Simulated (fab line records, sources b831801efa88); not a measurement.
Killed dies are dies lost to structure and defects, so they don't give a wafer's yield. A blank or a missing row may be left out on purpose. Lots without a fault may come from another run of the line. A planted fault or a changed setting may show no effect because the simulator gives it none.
fab line records | flow sky130
record lots=6 wafers=18 last_day=50
route steps=708 shown SONOS_ONO@180 GATE_OXIDE@187 PAD_OPEN@708
lots that met no fault: from a run of the same line without faults
start_h: hours from the record's first day to the start of the lot's first wafer shown | wait_h: hours since the lot's step before | " the same as in the row above | L1.1+2: a row that stands for several wafers | - no value, or no start given | * or withheld: withheld | < > ~ a bound
route shown NAME@n: a module of which the file shows steps, and the number in the route of the first | usual: mean/standard deviation of fault-free wafers | same: alike in all rows | chamber/n: place in a boat | sites: the reading at each site | _std_site: their standard deviation | _edge_site: outer sites' mean less inner sites' | radius_mm: how far each site lies from the wafer's centre | mask NAME#n: copy n | behind: the tool/chamber that last shaped the wafer | hold: why the lot was held/for how many hours/how that ended | device: the transistor (n, p or np) that didn't switch | end of line: the same wafers' tests at the end of the route | a step without rows: its recipe alone | killed: dies lost to structure and defects at the first sort, not the wafer's yield | map: a wafer's dies, x killed, . not, _ none there
set.NAME: the setting as run; set.NAME@STEP: as run at that earlier step | model.NAME: the simulator's own value behind a step, which no gauge read
lots at some steps of the route; a table a step, a row a wafer
services: from which hour (start_h, from the record's first day; less than 0 if before it) a tool's chamber was out of use, for how many hours, and why
## steps
# step SKY_SONOS_ONO_DEVELOP_12
# recipe develop_time_s=60 dev_temp_c=23
# step SKY_SONOS_ONO_CD_MEAS_13
# recipe target_cd_nm=410
# usual cd_nm=409.3/2.3
# columns lot.wafer tool chamber start_h wait_h cd_nm
L862.1 cd_sem-01 - 302.57 0.1 407.4
L862.3 " - " " 408.5
L862.6 " - " " 409.0
L866.2 cd_sem-02 - 338.25 0.1 409.9
L866.5 " - " " 412.0
L866.6 " - " " 408.6
L874.1 cd_sem-01 - 410.96 0.1 409.2
L874.4 " - " " 406.8
L874.6 " - " " 406.3
L876.3 cd_sem-02 - 419.20 0.1 409.0
L876.4 " - " " 409.2
L876.6 " - " " 408.8
L878.4 cd_sem-01 - 445.93 0.1 409.7
L878.5 " - " " 409.5
L878.6 " - " " 408.8
L881.2 cd_sem-02 - 483.20 0.1 410.9
L881.4 " - " " 410.8
L881.6 " - " " 410.0
# step SKY_SONOS_ONO_OVL_MEAS_14
# usual SONOS_ONO_OVL=1.4/1.4
# columns lot.wafer tool chamber start_h wait_h SONOS_ONO_OVL[nm]
L862.1 overlay-02 - 302.69 0.1 -0.7
L862.3 " - " " 1.7
L862.6 " - " " 2.1
L866.2 overlay-02 - 338.36 0.1 -0.2
L866.5 " - " " -0.1
L866.6 " - " " 0.0
L874.1 overlay-02 - 411.08 0.1 1.9
L874.4 " - " " 4.1
L874.6 " - " " 1.0
L876.3 overlay-02 - 419.29 0.1 -0.1
L876.4 " - " " 0.5
L876.6 " - " " 0.8
L878.4 overlay-01 - 446.01 0.1 2.0
L878.5 " - " " 1.4
L878.6 " - " " 1.2
L881.2 overlay-02 - 483.31 0.1 0.8
L881.4 " - " " 0.0
L881.6 " - " " 1.0
# step SKY_SONOS_ONO_ETCH_15
# recipe target_depth_nm=19.52 chemistry=CHF3/O2 source_w=600 bias_w=200 pressure_mtorr=40 chf3_flow_sccm=50 O2_flow_sccm=5 time_s=7.8
# usual drypump_motor_current_A=5.8/0.46 oes_product_au=1.006/0.0096 throttle_valve_pct=8.826/0.0099
# columns lot.wafer tool chamber start_h wait_h drypump_motor_current_A oes_product_au rf_hours_counter_h throttle_valve_pct
L862.1 rie_diel-04 2 302.73 0.0 5.3 1.016 45 8.828
L862.3 " 3 " " 6.1 0.996 3 8.819
L862.6 " 2 " " 5.4 1.012 - 8.835
L866.2 rie_diel-04 3 338.39 0.0 6.1 0.992 4 8.829
L866.5 " 3 " " 6.1 0.988 - 8.813
L866.6 " 0 " " 5.5 1.001 - 8.810
L874.1 rie_diel-04 1 411.12 0.0 6.2 1.011 100 8.838
L874.4 " 0 " " 5.5 1.022 3 8.832
L874.6 " 0 " " 5.5 1.012 - 8.816
L876.3 rie_diel-01 1 419.32 0.0 5.7 1.012 101 8.839
L876.4 " 2 " " 6.5 1.003 - 8.838
L876.6 " 3 " " 5.4 0.992 - 8.814
L878.4 rie_diel-04 0 446.03 0.0 5.5 1.029 4 8.820
L878.5 " 2 " " 5.3 1.002 - 8.816
L878.6 " 3 " " 6.1 0.997 - 8.821
L881.2 rie_diel-01 2 483.34 0.0 6.5 1.011 17 8.831
L881.4 " 3 " " 5.4 1.006 5 8.834
L881.6 " 0 " " 6.4 1.001 - 8.840
# step SKY_SONOS_ONO_WET_ETCH_16
# recipe chemistry=dHF target_depth_nm=14 dry=n2_spin target=SiO2 dilution=100:1 temp_c=25 time_s=280
# step SKY_SONOS_ONO_STRIP_17
# recipe chemistry=O2/N2 power_w=1400 pressure_mtorr=1500 platen_temp_c=withheld o2_flow_sccm=3000 n2_flow_sccm=300 overash_fraction=0.5
# usual drypump_motor_current_A=5.8/0.46 oes_product_au=0.710/0.0047 strip_time_to_endpoint_s=14.08/0.044
# columns lot.wafer tool chamber start_h wait_h drypump_motor_current_A oes_product_au rf_hours_counter_h strip_time_to_endpoint_s
L862.1 plasma_asher-04 0 302.84 0.0 6.1 0.711 58 14.14
L862.3 " 1 " " 6.1 0.708 - 14.09
L862.6 " 1 " " 6.1 0.711 - 14.14
L866.2 plasma_asher-04 1 338.49 0.0 6.0 0.705 62 14.07
L866.5 " 0 " " 6.1 0.716 - 14.09
L866.6 " 1 " " 6.0 0.720 - 14.11
L874.1 plasma_asher-03 0 411.23 0.0 5.9 0.707 29 14.02
L874.4 " 1 " " 6.5 0.712 - 14.03
L874.6 " 1 " " 6.5 0.708 - 14.05
L876.3 plasma_asher-04 1 419.46 0.0 6.0 0.714 - 14.12
L876.4 " 0 " " 6.1 0.722 - 14.07
L876.6 " 1 " " 6.0 0.704 - 14.07
L878.4 plasma_asher-03 0 446.17 0.0 5.9 0.710 - 13.99
L878.5 " 0 " " 5.9 0.710 - 13.97
L878.6 " 1 " " 6.5 0.712 - 14.01
L881.2 plasma_asher-01 0 483.44 0.0 5.2 0.706 5 14.13
L881.4 " 0 " " 5.2 0.716 - 14.11
L881.6 " 0 " " 5.2 0.712 - 14.11
# step SKY_SONOS_ONO_WET_ETCH_18
# recipe chemistry=H3PO4 target_depth_nm=15 target=Si3N4 temp_c=160 time_s=172
# step SKY_GATE_OXIDE_CLEAN_00
# recipe chemistry=SC1/SC2 mix=1:4:20 temp_c=70 time_s=150 dry=n2_spin
# step SKY_GATE_OXIDE_OXIDATION_01
# recipe temp_c=900 ambient=O2 stabilise_s=600 purge_s=300 target_thk_a=102.68 ox_time_s=1473
# step SKY_GATE_OXIDE_THK_MEAS_02
# recipe reads=SiO2_of_GATE_OXIDE_OXIDATION_01
# usual GATE_OXIDE_OXIDATION_00_THK=10.27/0.19
# columns lot.wafer tool chamber start_h wait_h GATE_OXIDE_OXIDATION_00_THK[nm]
L862.1 film_metro-04 - 306.06 0.0 10.30
L862.3 " - " " 10.38
L862.6 " - " " 10.25
L866.2 film_metro-03 - 341.19 0.0 10.25
L866.5 " - " " 10.07
L866.6 " - " " 10.15
L874.1 film_metro-03 - 413.68 0.0 10.36
L874.4 " - " " 10.33
L874.6 " - " " 10.26
L876.3 film_metro-03 - 421.30 0.0 10.34
L876.4 " - " " 10.36
L876.6 " - " " 10.31
L878.4 film_metro-04 - 448.00 0.0 10.41
L878.5 " - " " 10.33
L878.6 " - " " 10.51
L881.2 film_metro-03 - 485.07 0.0 10.44
L881.4 " - " " 10.38
L881.6 " - " " 10.44
# step SKY_GATE_OXIDE_DEHYDRATE_03
# recipe temp_c=200 time_s=60
# step SKY_GATE_OXIDE_HMDS_04
# recipe prime_time_s=60 prime_temp_c=120
# step SKY_GATE_OXIDE_COAT_05
# recipe resist=NOVOLAK spin_rpm=3000 resist_thk_nm=1140
# usual dispense_pressure_kPa=48.9/2.4
# columns lot.wafer tool chamber start_h wait_h dispense_pressure_kPa model.NOVOLAK_of_GATE_OXIDE_COAT_05.thk_nm
L862.1 litho_track-02 0 319.07 0.1 51.6 1136
L862.3 " 0 " " 51.6 1138
L862.6 " 0 " " 51.6 1135
L866.2 litho_track-01 0 355.60 0.1 45.9 1146
L866.5 " 0 " " 46.0 1146
L866.6 " 0 " " 46.0 1145
L874.1 litho_track-02 0 427.77 0.1 51.6 655.2
L874.4 " 0 " " 51.5 654.1
L874.6 " 0 " " 51.5 656
L876.3 litho_track-02 0 435.57 0.1 51.5 656.7
L876.4 " 0 " " 51.6 655.4
L876.6 " 0 " " 51.6 654.6
L878.4 litho_track-01 0 461.85 0.1 45.9 1142
L878.5 " 0 " " 45.9 1139
L878.6 " 0 " " 45.9 1138
L881.2 litho_track-04 0 498.55 0.1 47.7 1143
L881.4 " 0 " " 47.7 1139
L881.6 " 0 " " 47.7 1143
# step SKY_GATE_OXIDE_SOFTBAKE_06
# recipe temp_c=90 time_s=60 resist=NOVOLAK
# step SKY_GATE_OXIDE_EXPOSE_07
# recipe mask_id=LVOM na=0.6 source_shape=conventional sigma_outer=0.6 polarization=unpolarized target_cd_nm=600 dose_mj=170
# step SKY_GATE_OXIDE_PEB_08
# recipe temp_c=withheld time_s=* resist=NOVOLAK
# step SKY_GATE_OXIDE_DEVELOP_09
# recipe resist=NOVOLAK developer=TMAH develop_time_s=60 dev_temp_c=23
# columns lot.wafer tool chamber start_h wait_h model.NOVOLAK_of_GATE_OXIDE_COAT_05.thk_nm
L862.1+6 litho_track-01 0 332.32 0.1 1135
L862.3 " 0 " " 1138
L866.2+5+6 litho_track-04 0 369.55 0.1 1145
L874.1 litho_track-01 0 443.32 0.1 654.8
L874.4 " 0 " " 653.7
L874.6 " 0 " " 655.6
L876.3 litho_track-02 0 451.62 0.1 656.3
L876.4 " 0 " " 655
L876.6 " 0 " " 654.2
L878.4 litho_track-04 0 477.85 0.1 1141
L878.5 " 0 " " 1139
L878.6 " 0 " " 1138
L881.2+6 litho_track-01 0 514.10 0.1 1143
L881.4 " 0 " " 1139
# step SKY_GATE_OXIDE_OVL_MEAS_10
# usual GATE_OXIDE_OVL=0.0/1.6
# columns lot.wafer tool chamber start_h wait_h GATE_OXIDE_OVL[nm]
L862.1 overlay-01 - 332.47 0.1 2.5
L862.3 " - " " 0.5
L862.6 " - " " 2.3
L866.2 overlay-01 - 369.69 0.1 -2.1
L866.5 " - " " 0.3
L866.6 " - " " -1.7
L874.1 overlay-02 - 443.47 0.1 -0.2
L874.4 " - " " -0.1
L874.6 " - " " 0.2
L876.3 overlay-01 - 451.73 0.1 1.4
L876.4 " - " " 0.5
L876.6 " - " " 1.9
L878.4 overlay-02 - 477.95 0.1 2.0
L878.5 " - " " 0.7
L878.6 " - " " 0.6
L881.2 overlay-01 - 514.23 0.1 0.7
L881.4 " - " " 1.7
L881.6 " - " " 0.6
# step SKY_GATE_OXIDE_IMPLANT_11
# recipe species=B energy_kev=9.949 dose_cm2=2.6e+12 tilt_deg=withheld
# step SKY_GATE_OXIDE_WET_ETCH_12
# recipe chemistry=dHF target_depth_nm=16.8 dry=n2_spin target=SiO2 dilution=100:1 temp_c=25 time_s=336
# step SKY_GATE_OXIDE_STRIP_13
# recipe chemistry=O2/N2 power_w=1400 pressure_mtorr=1500 platen_temp_c=withheld o2_flow_sccm=3000 n2_flow_sccm=300 overash_fraction=0.5
# usual drypump_motor_current_A=6.0/0.35 oes_product_au=0.715/0.0049 strip_time_to_endpoint_s=14.17/0.037
# columns lot.wafer tool chamber start_h wait_h drypump_motor_current_A oes_product_au rf_hours_counter_h strip_time_to_endpoint_s
L862.1 plasma_asher-03 0 332.76 0.0 5.9 0.722 21 14.13
L862.3 " 1 " " 6.5 0.717 - 14.15
L862.6 " 1 " " 6.5 0.712 - 14.12
L866.2 plasma_asher-04 1 369.98 0.0 6.0 0.716 66 14.23
L866.5 " 1 " " 6.1 0.723 - 14.26
L866.6 " 0 " " 6.1 0.718 - 14.23
L874.1 plasma_asher-03 0 443.76 0.0 5.9 0.594 32 8.57
L874.4 " 1 " " 6.5 0.598 - 8.56
L874.6 " 0 " " 5.9 0.584 - 8.58
L876.3 plasma_asher-04 1 452.04 0.0 6.0 0.580 - 8.57
L876.4 " 0 " " 6.1 0.582 - 8.57
L876.6 " 1 " " 6.0 0.594 - 8.58
L878.4 plasma_asher-02 1 478.25 0.0 5.5 0.715 - 14.20
L878.5 " 0 " " 5.9 0.715 - 14.16
L878.6 " 1 " " 5.5 0.711 - 14.15
L881.2 plasma_asher-03 1 514.51 0.0 6.5 0.712 40 14.21
L881.4 " 0 " " 5.9 0.713 - 14.18
L881.6 " 1 " " 6.5 0.716 - 14.22
# step SKY_GATE_OXIDE_TW_MEAS_14
# usual GATE_OXIDE_TW=224.8/1.7
# columns lot.wafer tool chamber start_h wait_h GATE_OXIDE_TW
L862.1 film_metro-03 - 332.86 0.1 224.6
L862.3 " - " " 225.0
L862.6 " - " " 225.3
L866.2 film_metro-03 - 370.09 0.1 225.0
L866.5 " - " " 225.0
L866.6 " - " " 225.0
L874.1 film_metro-04 - 443.86 0.1 226.3
L874.4 " - " " 226.6
L874.6 " - " " 227.2
L876.3 film_metro-03 - 452.13 0.1 225.8
L876.4 " - " " 226.3
L876.6 " - " " 225.3
L878.4 film_metro-04 - 478.35 0.1 225.5
L878.5 " - " " 226.6
L878.6 " - " " 227.0
L881.2 film_metro-02 - 514.62 0.1 223.1
L881.4 " - " " 223.0
L881.6 " - " " 222.5
# step SKY_PAD_OPEN_PROBE_99
# usual killed_at_M0_to_M3=42/6.9 killed_at_M4_up=3.2/1.7 killed_at_contacts=25/5.1 killed_at_front_end=15/4.5 killed_at_other=0.4/0.63 killed_dies=86/9.3 killed_open=46/7 killed_short=39/6.9
# same gross_dies=492 killed_at_back_side=0
# columns lot.wafer tool chamber start_h wait_h killed_at_M0_to_M3 killed_at_M4_up killed_at_contacts killed_at_front_end killed_at_other killed_dies killed_open killed_short
L862.1 prober-02 - 1096.49 0.1 51 5 26 18 0 100 58 42
L862.3 prober-02 - 1096.59 0.2 46 4 31 19 0 100 54 46
L862.6 prober-02 - 1096.74 0.2 49 3 23 21 1 97 52 45
L866.2 prober-02 - 1124.95 0.1 54 3 32 8 0 97 44 53
L866.5 prober-02 - 1125.10 0.2 55 2 23 17 0 97 54 43
L866.6 prober-02 - 1125.15 0.2 48 2 21 13 0 84 37 46
L874.1 prober-01 - 1168.16 0.1 39 1 30 21 0 91 47 42
L874.4 prober-01 - 1168.31 0.2 41 1 27 16 0 85 50 31
L874.6 prober-01 - 1168.41 0.2 32 1 23 33 0 89 50 35
L876.3 prober-01 - 1173.69 0.2 44 6 20 15 1 86 36 45
L876.4 prober-01 - 1173.74 0.2 39 4 27 17 0 87 49 36
L876.6 prober-01 - 1173.84 0.2 40 3 23 14 1 81 46 34
# killed by level:class
L862.1 VIA1:geometric_particle:open=16 LI_CONTACT:geometric_particle:open=10 VIA3:geometric_particle:open=9 CONTACT:geometric_particle:short=7 VIA2:geometric_particle:open=5 CONTACT:geometric_particle:open=5 METAL2:geometric_particle:short=5 METAL1:geometric_particle:short=5
L862.3 CONTACT:geometric_particle:open=13 VIA1:geometric_particle:open=12 CONTACT:geometric_particle:short=8 POLY_GATE:geometric_particle:open=5 METAL1:geometric_particle:short=5 METAL2:geometric_particle:short=5 VIA2:geometric_particle:open=5 VIA3:geometric_particle:open=5
L862.6 VIA1:geometric_particle:open=11 LI_CONTACT:geometric_particle:open=10 FIELD_ISO:geometric_particle:open=6 CONTACT:geometric_particle:open=6 METAL2:geometric_particle:short=6 POLY_GATE:geometric_particle:short=5 METAL1:geometric_particle:short=5 VIA1:geometric_particle:short=4
L866.2 CONTACT:geometric_particle:short=11 CONTACT:geometric_particle:open=9 VIA1:geometric_particle:open=9 METAL1:geometric_particle:short=8 VIA3:geometric_particle:open=7 LI_CONTACT:geometric_particle:open=6 VIA1:geometric_particle:short=6 METAL2:geometric_particle:short=6
L866.5 VIA1:geometric_particle:open=11 CONTACT:geometric_particle:open=10 METAL2:geometric_particle:short=10 VIA3:geometric_particle:open=9 LI_CONTACT:geometric_particle:open=6 VIA1:geometric_particle:short=6 VIA2:geometric_particle:open=6 FIELD_ISO:geometric_particle:short=5
L866.6 VIA1:geometric_particle:open=9 METAL2:geometric_particle:short=8 VIA1:geometric_particle:short=7 LI_CONTACT:geometric_particle:open=6 CONTACT:geometric_particle:open=6 METAL1:geometric_particle:short=5 VIA2:geometric_particle:open=5 CONTACT:geometric_particle:short=4
L874.1 CONTACT:geometric_particle:open=15 FIELD_ISO:geometric_particle:short=10 LI_CONTACT:geometric_particle:open=6 VIA1:geometric_particle:short=6 VIA1:geometric_particle:open=6 VIA2:geometric_particle:open=6 METAL3:geometric_particle:short=5 VIA3:geometric_particle:short=5
L874.4 CONTACT:geometric_particle:open=13 VIA1:geometric_particle:open=10 VIA2:geometric_particle:open=8 LI_CONTACT:geometric_particle:open=7 FIELD_ISO:geometric_particle:short=5 VIA1:geometric_particle:short=5 FIELD_ISO:geometric_particle:open=4 VIA3:geometric_particle:short=4
L874.6 FIELD_ISO:geometric_particle:open=11 VIA2:geometric_particle:open=10 VIA1:geometric_particle:open=9 POLY_GATE:geometric_particle:short=7 LI_CONTACT:geometric_particle:open=7 CONTACT:geometric_particle:open=6 POLY_GATE:geometric_particle:open=5 CONTACT:geometric_particle:short=5
L876.3 VIA1:geometric_particle:short=11 VIA1:geometric_particle:open=9 VIA2:geometric_particle:open=7 CONTACT:geometric_particle:open=6 METAL4:geometric_particle:short=5 LOCAL_INTERCONNECT:geometric_particle:short=5 GATE_OXIDE:area_expose=5 LI_CONTACT:geometric_particle:open=4
L876.4 CONTACT:geometric_particle:open=12 VIA1:geometric_particle:open=10 VIA1:geometric_particle:short=7 METAL2:geometric_particle:short=7 VIA3:geometric_particle:open=6 FIELD_ISO:geometric_particle:open=5 LOCAL_INTERCONNECT:geometric_particle:short=5 LI_CONTACT:geometric_particle:open=4
L876.6 VIA2:geometric_particle:open=10 LI_CONTACT:geometric_particle:open=7 CONTACT:geometric_particle:open=7 VIA1:geometric_particle:open=7 VIA3:geometric_particle:open=5 FIELD_ISO:geometric_particle:short=4 VIA1:geometric_particle:short=4 METAL3:geometric_particle:short=4
## services
# columns tool chamber start_h hours kind
rie_diel-04 3 292.26 9.9 repair
rie_diel-01 0 307.99 43.6 repair
plasma_asher-01 - 335.35 4.2 repair
plasma_asher-03 - 336.64 6.1 repair
plasma_asher-04 - 338.96 2.3 repair
plasma_asher-02 - 350.37 8.3 repair
plasma_asher-02 - 362.59 6.9 pm
rie_diel-01 - 371.41 0.8 repair
rie_diel-04 1 390.74 4.7 repair
rie_diel-01 1 399.77 2.3 repair
plasma_asher-03 - 405.95 3.6 repair
rie_diel-01 0 412.26 30.4 repair
rie_diel-01 2 413.36 4.4 repair
plasma_asher-01 - 421.25 9.0 pm
plasma_asher-04 - 436.79 7.9 repair
rie_diel-01 1 444.08 - clean
rie_diel-01 0 452.80 4.7 repair
rie_diel-04 1 455.01 - clean
rie_diel-04 1 455.01 18.3 scheduled_down
rie_diel-04 1 455.01 18.3 vent_cycle
rie_diel-01 - 459.94 14.6 pm
plasma_asher-04 - 478.81 6.4 repair
plasma_asher-04 - 493.44 28.1 pm
rie_diel-04 3 505.87 12.1 repair
## key
first_sign step=SKY_GATE_OXIDE_STRIP_13 reading=strip_time_to_endpoint_s direction=down sigmas=99+ usual=* struck=*
effect step=SKY_GATE_OXIDE_STRIP_13 reading=oes_product_au direction=down sigmas=26 usual=0.715 struck=0.589
model_effect step=SKY_GATE_OXIDE_COAT_05 value=NOVOLAK_of_GATE_OXIDE_COAT_05.thk_nm without=1140 struck=655.4
model_effect step=SKY_GATE_OXIDE_DEVELOP_09 value=NOVOLAK_of_GATE_OXIDE_COAT_05.thk_nm without=1139 struck=654.9
met_at SKY_GATE_OXIDE_COAT_05
struck_wafers L874.1,L874.4,L874.6,L876.3,L876.4,L876.6
tester_left_out L874,L876
onset_between 319.07 427.77
fault kind=process_parameter_drift tool=litho_track-02 chamber=- onset_h=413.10 steps=SKY_GATE_OXIDE_COAT_05 channel=resist_thk_nm offset=-484.55 shape=step end_h=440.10 acts_in=these_recipes_only stated=1140
# tester_left_out: of these lots the tester's yield and bins aren't shown, on N5 and GAA mostly nor the transistor test; their killed dies are dies lost to structure and defects alone, not to doping, threshold or leakage, so they don't give the yield
